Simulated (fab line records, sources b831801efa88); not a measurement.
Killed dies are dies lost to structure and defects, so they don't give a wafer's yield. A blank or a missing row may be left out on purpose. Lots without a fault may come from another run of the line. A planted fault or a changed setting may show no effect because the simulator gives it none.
fab line records | flow gf180mcu
record lots=5 wafers=15 last_day=34
route steps=602 shown MVSD@70 MVPSD@78
lots that met no fault: from a run of the same line without faults
start_h: hours from the record's first day to the start of the lot's first wafer shown | wait_h: hours since the lot's step before | " the same as in the row above | L1.1+2: a row that stands for several wafers | - no value, or no start given | * or withheld: withheld | < > ~ a bound
route shown NAME@n: a module of which the file shows steps, and the number in the route of the first | usual: mean/standard deviation of fault-free wafers | same: alike in all rows | chamber/n: place in a boat | sites: the reading at each site | _std_site: their standard deviation | _edge_site: outer sites' mean less inner sites' | radius_mm: how far each site lies from the wafer's centre | mask NAME#n: copy n | behind: the tool/chamber that last shaped the wafer | hold: why the lot was held/for how many hours/how that ended | device: the transistor (n, p or np) that didn't switch | end of line: the same wafers' tests at the end of the route | a step without rows: its recipe alone | killed: dies lost to structure and defects at the first sort, not the wafer's yield | map: a wafer's dies, x killed, . not, _ none there
set.NAME: the setting as run; set.NAME@STEP: as run at that earlier step | model.NAME: the simulator's own value behind a step, which no gauge read
lots at some steps of the route; a table a step, a row a wafer
services: from which hour (start_h, from the record's first day; less than 0 if before it) a tool's chamber was out of use, for how many hours, and why
## steps
# step GF_MVSD_EXPOSE_04
# recipe mask_id=MVSD target_cd_nm=1000 na=0.6 source_shape=conventional sigma_outer=0.6 dose_mj=260
# step GF_MVSD_PEB_05
# recipe temp_c=115 time_s=withheld
# step GF_MVSD_DEVELOP_06
# recipe wall_angle_deg=90 develop_time_s=60 dev_temp_c=23
# step GF_MVSD_OVL_MEAS_07
# usual MVSD_OVL=0.7/1.5
# columns lot.wafer tool chamber start_h wait_h MVSD_OVL[nm]
L346.2 overlay-02 - 100.42 - -0.7
L346.4 " - " " -0.4
L346.6 " - " " 0.3
L348.1 overlay-02 - 118.98 - 2.0
L348.2 " - " " 2.0
L348.3 " - " " 3.0
L354.1 overlay-01 - 149.92 - -0.5
L354.5 " - " " 0.0
L354.6 " - " " -0.5
L365.4 overlay-01 - 211.86 - 0.7
L365.5 " - " " 0.4
L365.6 " - " " 0.9
L366.2 overlay-02 - 217.98 - 0.8
L366.3 " - " " -0.3
L366.4 " - " " -0.9
# step GF_MVSD_IMPLANT_08
# recipe species=P energy_kev=400 dose_cm2=1.637e+13 tilt_deg=0
# step GF_MVSD_IMPLANT_09
# recipe species=P energy_kev=100 dose_cm2=5e+12 tilt_deg=0
# step GF_MVSD_STRIP_10
# recipe chemistry=O2/N2 power_w=1400 pressure_mtorr=1500 platen_temp_c=250 o2_flow_sccm=3000 n2_flow_sccm=300 overash_fraction=0.5
# usual drypump_motor_current_A=5.56/0.28 heater_power_w=342/23 oes_product_au=0.723/0.005 strip_time_to_endpoint_s=36.94/0.095
# columns lot.wafer tool chamber start_h wait_h drypump_motor_current_A heater_power_w oes_product_au rf_hours_counter_h strip_time_to_endpoint_s
L346.2 plasma_asher-04 1 100.75 0.1 5.45 336 0.720 30 36.89
L346.4 " 0 " " 5.39 318 0.728 - 36.81
L346.6 " 1 " " 5.40 344 0.719 - 36.93
L348.1 plasma_asher-02 1 119.31 0.1 5.07 338 0.722 46 36.91
L348.2 " 0 " " 5.94 353 0.724 46 36.85
L348.3 " 1 " " 5.07 343 0.724 - 36.96
L354.1 plasma_asher-04 0 150.25 0.1 5.39 319 0.719 36 36.81
L354.5 " 1 " " 5.44 342 0.722 - 36.84
L354.6 " 0 " " 5.37 317 0.732 - 36.83
L365.4 plasma_asher-04 1 212.22 0.1 5.43 331 0.723 - 36.93
L365.5 " 1 " " 5.45 342 0.727 - 36.94
L365.6 " 0 " " 5.41 322 0.726 - 36.88
L366.2 plasma_asher-03 0 218.31 0.1 5.50 329 0.724 11 36.95
L366.3 " 0 " " 5.50 328 0.725 - 36.83
L366.4 " 1 " " 5.87 377 0.725 - 36.89
# step GF_MVSD_TW_MEAS_11
# usual MVSD_TW=1587/17
# columns lot.wafer tool chamber start_h wait_h MVSD_TW
L346.2 film_metro-02 - 100.86 0.1 1568
L346.4 " - " " 1560
L346.6 " - " " 1561
L348.1 film_metro-01 - 119.41 0.1 1610
L348.2 " - " " 1609
L348.3 " - " " 1615
L354.1 film_metro-01 - 150.35 0.1 1606
L354.5 " - " " 1601
L354.6 " - " " 1591
L365.4 film_metro-02 - 212.31 0.1 1571
L365.5 " - " " 1586
L365.6 " - " " 1576
L366.2 film_metro-01 - 218.42 0.1 1603
L366.3 " - " " 1603
L366.4 " - " " 1608
# step GF_MVPSD_DEHYDRATE_00
# recipe temp_c=200 time_s=60
# step GF_MVPSD_HMDS_01
# recipe prime_time_s=60 prime_temp_c=120
# step GF_MVPSD_COAT_02
# recipe spin_rpm=2000 resist_thk_nm=3000
# step GF_MVPSD_SOFTBAKE_03
# recipe temp_c=110 time_s=withheld
# step GF_MVPSD_EXPOSE_04
# recipe mask_id=MVPSD target_cd_nm=1000 na=0.6 source_shape=conventional sigma_outer=0.6 dose_mj=260
# columns lot.wafer tool chamber start_h wait_h mask
L346.2+4+6 iline_stepper-01 0 112.33 - MVPSD#0
L348.1+2+3 iline_stepper-02 0 126.01 - MVPSD#0
L354.1+5+6 iline_stepper-02 0 157.60 - MVPSD_R1#0
L365.4+5+6 iline_stepper-02 0 221.71 - MVPSD#0
L366.2+3+4 iline_stepper-02 0 227.57 - MVPSD#0
# step GF_MVPSD_PEB_05
# recipe temp_c=115 time_s=withheld
## services
# columns tool chamber start_h hours kind
plasma_asher-03 - 95.90 5.1 repair
iline_stepper-02 - 104.27 12.4 repair
iline_stepper-01 - 105.43 6.8 repair
plasma_asher-03 - 108.75 9.0 pm
plasma_asher-03 0 108.75 9.0 vent_cycle
plasma_asher-03 1 108.75 9.0 vent_cycle
plasma_asher-03 0 117.75 - clean
plasma_asher-03 1 117.75 - clean
iline_stepper-01 - 126.58 4.4 pm
iline_stepper-01 - 161.43 4.1 repair
iline_stepper-02 - 165.56 1.7 pm
plasma_asher-04 - 191.48 7.8 repair
## key
first_sign step=GF_MVPSD_EXPOSE_04 reading=mask direction=changed
effect none on later readings
met_at GF_MVPSD_EXPOSE_04
struck_wafers L354.1,L354.5,L354.6
sort_left_out L354.1,L354.5,L354.6
tester_left_out L354
onset_between 126.01 157.60
fault kind=wrong_mask tool=any chamber=- onset_h=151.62 steps=GF_MVPSD_EXPOSE_04 aux_copy=MVPSD_R1#0 cd_offset_nm=-200 scope=struck_lots_only
# tester_left_out: of these lots the tester's yield and bins aren't shown, on N5 and GAA mostly nor the transistor test; their killed dies are dies lost to structure and defects alone, not to doping, threshold or leakage, so they don't give the yield
# sort_left_out: the simulated sort isn't trusted on such a fault, so these wafers' sort isn't shown, and their yield isn't known
